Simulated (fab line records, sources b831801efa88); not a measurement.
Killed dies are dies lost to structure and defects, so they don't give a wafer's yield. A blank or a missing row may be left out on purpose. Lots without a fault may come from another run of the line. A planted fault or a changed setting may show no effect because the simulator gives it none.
Problem report in the 8D (eight disciplines) form, filled by code | flow sky130 | the parts of the form that need people (team, actions taken, sign-off) are left out

1. THE PROBLEM
killed_at_other at SKY_PAD_OPEN_PROBE_99 reads a mean of 404.0 on 6 wafers of 2 lots; wafers without a fault read 0.3 with a standard deviation of 0.67. That is +99 or more standard deviations from the usual mean.
First seen on wafer L258.3, day 46 15:11, on prober-02. The record holds 27 wafers of 9 lots with a number at this step. Rule for "out", or "out of limits": more than 4 standard deviations from the usual mean. The other wafers with a number count as sound.

2. WHAT IT IS AND WHAT IT IS NOT
question                    | is                                                                                                                  | is not
which readings at this step | killed_at_other, defect_limited_yield, killed_dies, killed_on_rim, sort_bin_5_function, sort_n_pass, sort_yield_pct | killed_at_M0_to_M3, killed_at_M4_up, killed_open, sort_bin_3_pad_short, sort_bin_6_memory
which lots                  | L258, L260                                                                                                          | L256, L257, L273, L274, L275, L276, L278
which wafers of those lots  | all that have a number                                                                                              | -
read on which tools         | prober-01, prober-02                                                                                                | -
when                        | from day 46 15:11                                                                                                   | up to then (6 sound wafers); but 15 sound wafers of L273, L274, L275, L276, L278 came after

3. SUSPECTS, AND WHAT RULES EACH OUT
Counting: a tool at a process step up to the reading stays a suspect if it ran every lot that is out and no sound lot after the first of them.
- cmp-01 at SKY_VIA3_CMP_24 (polishes, stops on SiO2, t overpolish 20 s, target thk 0 nm): ruled out as a lasting fault. Sound lots L274, L278 ran on it after its first lot that is out, L258 (day 40 17:13).
- pecvd-04 at SKY_CAP2M_CVD_00 (deposits SiO2, target thk 15.5 nm): ruled out as a lasting fault. Sound lots L273, L275, L278 ran on it after its first lot that is out, L258 (day 40 17:37).
Left after counting: nothing in the record.

4. THE CAUSE (what the simulator had put in)
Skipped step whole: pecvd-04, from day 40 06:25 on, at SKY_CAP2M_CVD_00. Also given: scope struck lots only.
Counting ruled it out, wrongly: the rule takes a fault to strike every lot that its tool runs from its start on, and this one did not.

5. THE CHAIN OF EFFECTS, in route order
Each row: a reading whose mean over the struck wafers that have a number lies more than 3 standard deviations from the usual. Only readings for which the record gives a usual standard deviation are gone through. hours: the time from each lot's start at the first step in this table that gives one to its start at this step, as a median over the lots. sigmas: the change in usual standard deviations.
hours | step                  | reading              | usual  | on struck wafers | change | sigmas
0     | SKY_PAD_OPEN_PROBE_99 | defect_limited_yield | 82.5 % | 0.0              | -82.5  | -41
0     | SKY_PAD_OPEN_PROBE_99 | killed_at_other      | 0.3    | 404.0            | +403.7 | +99 or more
0     | SKY_PAD_OPEN_PROBE_99 | killed_dies          | 86     | 492              | +406   | +41
0     | SKY_PAD_OPEN_PROBE_99 | killed_on_rim        | 17     | 96               | +79    | +21
0     | SKY_PAD_OPEN_PROBE_99 | sort_bin_5_function  | 10.4 % | 92.2             | +81.8  | +55
0     | SKY_PAD_OPEN_PROBE_99 | sort_n_pass          | 406    | 0                | -406   | -41
0     | SKY_PAD_OPEN_PROBE_99 | sort_yield_pct       | 82.5 % | 0.0              | -82.5  | -41
The process steps in it:
- SKY_PAD_OPEN_PROBE_99
Readings that are blank on the struck wafers while sound wafers have them: heater_power_outer_w at SKY_CAP2M_CVD_00; heater_power_w at SKY_CAP2M_CVD_00; rf_fwd_power_W at SKY_CAP2M_CVD_00.

6. WHAT WOULD HAVE CAUGHT IT SOONER
In this record the first reading out of limits was taken at day 46 15:11, 153 hours after the fault began at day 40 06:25.
At SKY_CAP2M_CVD_00 the tool's readings are blank on the struck wafers, where sound wafers have them: an empty tool record is the first sign, and it was there at once.
